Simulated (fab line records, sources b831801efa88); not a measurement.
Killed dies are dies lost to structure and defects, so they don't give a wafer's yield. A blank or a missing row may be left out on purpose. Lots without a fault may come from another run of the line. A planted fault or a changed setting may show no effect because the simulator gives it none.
Problem report in the 8D (eight disciplines) form, filled by code | flow sky130 | the parts of the form that need people (team, actions taken, sign-off) are left out

1. THE PROBLEM
killed_at_other at SKY_PAD_OPEN_PROBE_99 reads a mean of 47.3 on 6 wafers of 2 lots; wafers without a fault read 0.2 with a standard deviation of 0.46. That is +99 or more standard deviations from the usual mean.
First seen on wafer L627.2, day 49 11:24, on prober-01. The record holds 6 wafers of 2 lots with a number at this step. Rule for "out", or "out of limits": more than 4 standard deviations from the usual mean. The other wafers with a number count as sound.

2. WHAT IT IS AND WHAT IT IS NOT
question                    | is                     | is not
which readings at this step | killed_at_other        | killed_at_M0_to_M3, killed_at_M4_up, killed_at_contacts, killed_at_front_end, killed_open, killed_short
which lots                  | L627, L630             | -
which wafers of those lots  | all that have a number | -
read on which tools         | prober-01, prober-02   | -
when                        | from day 49 11:24      | up to then (0 sound wafers)

3. SUSPECTS, AND WHAT RULES EACH OUT
Counting: a tool at a process step up to the reading stays a suspect if it ran every lot that is out and no sound lot after the first of them.
- wet_bench-04 at SKY_RES_PROTECT_CLEAN_09 (cleans in SC1/SC2, time 150 s): kept. It ran every lot that is out, first L627 (day 20 04:58), and no sound lot after that.
- rie_diel-01 at SKY_VIA4_ETCH_12 (etches SiO2 in C4F8/O2/Ar, stops on TiN, target depth 580 nm): kept. It ran every lot that is out, first L627 (day 46 18:13), and no sound lot after that.
Left after counting: wet_bench-04 at SKY_RES_PROTECT_CLEAN_09, rie_diel-01 at SKY_VIA4_ETCH_12.

4. THE CAUSE (what the simulator had put in)
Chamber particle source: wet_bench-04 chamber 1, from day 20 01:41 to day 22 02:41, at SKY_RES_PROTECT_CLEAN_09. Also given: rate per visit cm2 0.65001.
Counting left 2 suspects, and this tool is among them.

5. THE CHAIN OF EFFECTS, in route order
Each row: a reading whose mean over the struck wafers that have a number lies more than 3 standard deviations from the usual. Only readings for which the record gives a usual standard deviation are gone through. hours: the time from each lot's start at the first step in this table that gives one to its start at this step, as a median over the lots. sigmas: the change in usual standard deviations.
hours | step                  | reading         | usual | on struck wafers | change | sigmas
0     | SKY_PAD_OPEN_PROBE_99 | killed_at_other | 0.2   | 47.3             | +47.1  | +99 or more
0     | SKY_PAD_OPEN_PROBE_99 | killed_dies     | 86    | 130              | +44    | +4.0
The process steps in it:
- SKY_PAD_OPEN_PROBE_99

6. WHAT WOULD HAVE CAUGHT IT SOONER
In this record the first reading out of limits was taken at day 49 11:24, 706 hours after the fault began at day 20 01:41.
All the lots that are out (2) had begun SKY_RES_PROTECT_CLEAN_09 on wet_bench-04 by day 49 11:24. A hold on the tool at that time would have spared none of them.
